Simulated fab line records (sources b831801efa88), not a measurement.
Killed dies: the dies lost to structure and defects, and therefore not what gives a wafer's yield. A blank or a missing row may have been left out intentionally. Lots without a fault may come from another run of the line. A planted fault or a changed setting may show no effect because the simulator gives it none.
Which tool was responsible? / flow sky130 / 36 wafers from 12 lots sampled at 4 of the route's 708 steps

## WHAT EACH GAUGE READ, for each wafer
SKY_PASSIVATION_THK_MEAS_01. Usual: PASSIVATION_CVD_00_THK gives 90.2 nm (standard deviation 1.3).
lot=L293; measured=day 44 01:30; on=film_metro-02; PASSIVATION_CVD_00_THK (nm)=90.4 90.5 90.5; flag=
lot=L295; measured=day 44 11:37; on=film_metro-04; PASSIVATION_CVD_00_THK (nm)=92.1 91.6 91.5; flag=
lot=L296; measured=day 44 17:36; on=film_metro-04; PASSIVATION_CVD_00_THK (nm)=88.4 89.8 91.3; flag=
lot=L297; measured=day 45 04:17; on=film_metro-03; PASSIVATION_CVD_00_THK (nm)=90.1 91.0 92.2; flag=
lot=L300; measured=day 46 01:05; on=film_metro-03; PASSIVATION_CVD_00_THK (nm)=89.4 88.3 88.3; flag=
lot=L301; measured=day 46 08:19; on=film_metro-03; PASSIVATION_CVD_00_THK (nm)=88.2 88.2 90.4; flag=
lot=L304; measured=day 46 20:48; on=film_metro-04; PASSIVATION_CVD_00_THK (nm)=88.9 92.6 92.3; flag=
lot=L305; measured=day 47 10:20; on=film_metro-03; PASSIVATION_CVD_00_THK (nm)=89.1 90.5 91.9; flag=
lot=L306; measured=day 47 16:11; on=film_metro-02; PASSIVATION_CVD_00_THK (nm)=89.4 90.1 89.7; flag=
lot=L309; measured=day 48 06:01; on=film_metro-02; PASSIVATION_CVD_00_THK (nm)=88.7 88.7 90.4; flag=
lot=L314; measured=day 49 09:44; on=film_metro-02; PASSIVATION_CVD_00_THK (nm)=88.4 92.1 90.2; flag=
lot=L315; measured=day 49 13:05; on=film_metro-04; PASSIVATION_CVD_00_THK (nm)=88.5 90.1 90.6; flag=

## WHICH TOOL RAN EACH LOT (tool, then ch and the chambers of the sampled wafers, then the start)
lot=L293; SKY_VIA4_CVD_18=cvd_w-02 ch 0,1, day 43 01:37; SKY_VIA4_CMP_21=cmp-01 ch 1,2, day 43 01:57; SKY_METAL5_DESCUM_14=rie_metal-04 ch 0,1, day 44 00:37
lot=L295; SKY_VIA4_CVD_18=cvd_w-02 ch 0,1, day 43 11:41; SKY_VIA4_CMP_21=cmp-01 ch 0,1,2, day 43 12:07; SKY_METAL5_DESCUM_14=rie_metal-03 ch 0,1, day 44 10:43
lot=L296; SKY_VIA4_CVD_18=cvd_w-01 ch 0,1, day 43 17:34; SKY_VIA4_CMP_21=cmp-01 ch 0,3, day 43 18:02; SKY_METAL5_DESCUM_14=rie_metal-03 ch 0,1, day 44 16:41
lot=L297; SKY_VIA4_CVD_18=cvd_w-01 ch 0, day 44 04:43; SKY_VIA4_CMP_21=cmp-01 ch 0,1,2, day 44 05:15; SKY_METAL5_DESCUM_14=rie_metal-03 ch 0,1, day 45 03:25
lot=L300; SKY_VIA4_CVD_18=cvd_w-02 ch 0,1, day 45 02:07; SKY_VIA4_CMP_21=cmp-01 ch 1,2,3, day 45 02:27; SKY_METAL5_DESCUM_14=rie_metal-01 ch 0,1, day 46 00:13
lot=L301; SKY_VIA4_CVD_18=cvd_w-02 ch 0,1, day 45 10:00; SKY_VIA4_CMP_21=cmp-01 ch 1,2, day 45 10:23; SKY_METAL5_DESCUM_14=rie_metal-01 ch 0,1, day 46 07:25
lot=L304; SKY_VIA4_CVD_18=cvd_w-01 ch 0,1, day 45 22:49; SKY_VIA4_CMP_21=cmp-02 ch 0,3, day 45 23:05; SKY_METAL5_DESCUM_14=rie_metal-04 ch 0,1, day 46 19:52
lot=L305; SKY_VIA4_CVD_18=cvd_w-01 ch 1, day 46 11:42; SKY_VIA4_CMP_21=cmp-02 ch 0,2, day 46 12:05; SKY_METAL5_DESCUM_14=rie_metal-03 ch 0,1, day 47 09:25
lot=L306; SKY_VIA4_CVD_18=cvd_w-02 ch 0,1, day 46 18:52; SKY_VIA4_CMP_21=cmp-02 ch 1,2,3, day 46 19:17; SKY_METAL5_DESCUM_14=rie_metal-04 ch 0,1, day 47 15:18
lot=L309; SKY_VIA4_CVD_18=cvd_w-02 ch 0,1, day 47 08:55; SKY_VIA4_CMP_21=cmp-01 ch 0,1,2, day 47 09:19; SKY_METAL5_DESCUM_14=rie_metal-01 ch 0,1, day 48 05:05
lot=L314; SKY_VIA4_CVD_18=cvd_w-02 ch 0,1, day 48 14:05; SKY_VIA4_CMP_21=cmp-02 ch 0,1, day 48 14:22; SKY_METAL5_DESCUM_14=rie_metal-01 ch 0,1, day 49 08:51
lot=L315; SKY_VIA4_CVD_18=cvd_w-02 ch 0,1, day 48 17:15; SKY_VIA4_CMP_21=cmp-02 ch 0,3, day 48 17:38; SKY_METAL5_DESCUM_14=rie_metal-03 ch 0,1, day 49 11:58
- SKY_VIA4_CVD_18: deposits W, target thk 505 nm, time 152.14 s.
- SKY_VIA4_CMP_21: polishes, stops on SiO2, t overpolish 25 s, target thk 0 nm.
- SKY_METAL5_DESCUM_14: chemistry O2, time 11 s.

## WHAT THE TOOLS THEMSELVES READ (means of the sampled wafers that have a number; where no wafer has one, the mark that the record gives instead)
SKY_VIA4_CVD_18. Usual: heater_power_outer_w 489 W, standard deviation 23; heater_power_w 784 W, standard deviation 40.
lot=L293; tool=cvd_w-02; heater_power_outer_w (W)=507; heater_power_w (W)=806; flag=
lot=L295; tool=cvd_w-02; heater_power_outer_w (W)=496; heater_power_w (W)=790; flag=
lot=L296; tool=cvd_w-01; heater_power_outer_w (W)=463; heater_power_w (W)=760; flag=
lot=L297; tool=cvd_w-01; heater_power_outer_w (W)=458; heater_power_w (W)=789; flag=
lot=L300; tool=cvd_w-02; heater_power_outer_w (W)=494; heater_power_w (W)=782; flag=
lot=L301; tool=cvd_w-02; heater_power_outer_w (W)=506; heater_power_w (W)=796; flag=
lot=L304; tool=cvd_w-01; heater_power_outer_w (W)=468; heater_power_w (W)=743; flag=
lot=L305; tool=cvd_w-01; heater_power_outer_w (W)=472; heater_power_w (W)=702; flag=
lot=L306; tool=cvd_w-02; heater_power_outer_w (W)=493; heater_power_w (W)=791; flag=
lot=L309; tool=cvd_w-02; heater_power_outer_w (W)=504; heater_power_w (W)=800; flag=
lot=L314; tool=cvd_w-02; heater_power_outer_w (W)=506; heater_power_w (W)=810; flag=
lot=L315; tool=cvd_w-02; heater_power_outer_w (W)=509; heater_power_w (W)=805; flag=

SKY_VIA4_CMP_21. Usual: motor_current_A 10.5 A, standard deviation 0.93; overpolish_run_s 25.000 s, standard deviation 0.01; time_to_endpoint_s 120 s, standard deviation 3.5.
lot=L293; tool=cmp-01; motor_current_A (A)=10.5; overpolish_run_s (s)=25.002; time_to_endpoint_s (s)=118; flag=
lot=L295; tool=cmp-01; motor_current_A (A)=11.0; overpolish_run_s (s)=25.002; time_to_endpoint_s (s)=120; flag=
lot=L296; tool=cmp-01; motor_current_A (A)=10.5; overpolish_run_s (s)=24.993; time_to_endpoint_s (s)=121; flag=
lot=L297; tool=cmp-01; motor_current_A (A)=11.2; overpolish_run_s (s)=25.003; time_to_endpoint_s (s)=124; flag=
lot=L300; tool=cmp-01; motor_current_A (A)=10.2; overpolish_run_s (s)=24.992; time_to_endpoint_s (s)=123; flag=
lot=L301; tool=cmp-01; motor_current_A (A)=10.7; overpolish_run_s (s)=24.998; time_to_endpoint_s (s)=119; flag=
lot=L304; tool=cmp-02; motor_current_A (A)=10.6; overpolish_run_s (s)=25.008; time_to_endpoint_s (s)=123; flag=
lot=L305; tool=cmp-02; motor_current_A (A)=9.3; overpolish_run_s (s)=25.001; time_to_endpoint_s (s)=118; flag=
lot=L306; tool=cmp-02; motor_current_A (A)=10.8; overpolish_run_s (s)=25.006; time_to_endpoint_s (s)=118; flag=
lot=L309; tool=cmp-01; motor_current_A (A)=11.2; overpolish_run_s (s)=24.999; time_to_endpoint_s (s)=119; flag=
lot=L314; tool=cmp-02; motor_current_A (A)=11.1; overpolish_run_s (s)=24.997; time_to_endpoint_s (s)=124; flag=
lot=L315; tool=cmp-02; motor_current_A (A)=10.7; overpolish_run_s (s)=25.000; time_to_endpoint_s (s)=120; flag=

SKY_METAL5_DESCUM_14. Usual: drypump_motor_current_A 5.8 A, standard deviation 0.56; oes_product_au 1.000 a.u., standard deviation 0.0066; rf_fwd_power_W 147.0 W, standard deviation 0.73.
lot=L293; tool=rie_metal-04; drypump_motor_current_A (A)=6.0; oes_product_au (a.u.)=1.009; rf_fwd_power_W (W)=146.8; flag=
lot=L295; tool=rie_metal-03; drypump_motor_current_A (A)=5.7; oes_product_au (a.u.)=0.997; rf_fwd_power_W (W)=147.4; flag=
lot=L296; tool=rie_metal-03; drypump_motor_current_A (A)=5.7; oes_product_au (a.u.)=1.008; rf_fwd_power_W (W)=147.1; flag=
lot=L297; tool=rie_metal-03; drypump_motor_current_A (A)=5.8; oes_product_au (a.u.)=0.999; rf_fwd_power_W (W)=146.9; flag=
lot=L300; tool=rie_metal-01; drypump_motor_current_A (A)=5.9; oes_product_au (a.u.)=0.997; rf_fwd_power_W (W)=148.4; flag=
lot=L301; tool=rie_metal-01; drypump_motor_current_A (A)=5.9; oes_product_au (a.u.)=0.992; rf_fwd_power_W (W)=147.2; flag=
lot=L304; tool=rie_metal-04; drypump_motor_current_A (A)=6.0; oes_product_au (a.u.)=1.001; rf_fwd_power_W (W)=147.6; flag=
lot=L305; tool=rie_metal-03; drypump_motor_current_A (A)=6.0; oes_product_au (a.u.)=1.000; rf_fwd_power_W (W)=146.7; flag=
lot=L306; tool=rie_metal-04; drypump_motor_current_A (A)=5.9; oes_product_au (a.u.)=1.004; rf_fwd_power_W (W)=147.1; flag=
lot=L309; tool=rie_metal-01; drypump_motor_current_A (A)=5.9; oes_product_au (a.u.)=0.992; rf_fwd_power_W (W)=147.1; flag=
lot=L314; tool=rie_metal-01; drypump_motor_current_A (A)=5.9; oes_product_au (a.u.)=0.999; rf_fwd_power_W (W)=148.1; flag=
lot=L315; tool=rie_metal-03; drypump_motor_current_A (A)=5.7; oes_product_au (a.u.)=1.002; rf_fwd_power_W (W)=146.3; flag=

## THE ANSWER, worked out from the rows above alone
Rule: lot off if the mean of its wafers having a number is beyond 3 standard deviations from the usual mean. A lot without any number at a reading at which 4 lots or more have one is off too. Any other lot the step has rows for is counted as sound. Order of review: gauges by route order, followed by the tools' own readings, for which a lot's mean as printed above is used. The first step at which some lot is off is used, and at that step the reading that is off furthest; a lot without a number counts as furthest.
None of the lots is off at any reading shown; this tells nothing.

## WHAT HAD BEEN PUT IN BY THE SIMULATOR
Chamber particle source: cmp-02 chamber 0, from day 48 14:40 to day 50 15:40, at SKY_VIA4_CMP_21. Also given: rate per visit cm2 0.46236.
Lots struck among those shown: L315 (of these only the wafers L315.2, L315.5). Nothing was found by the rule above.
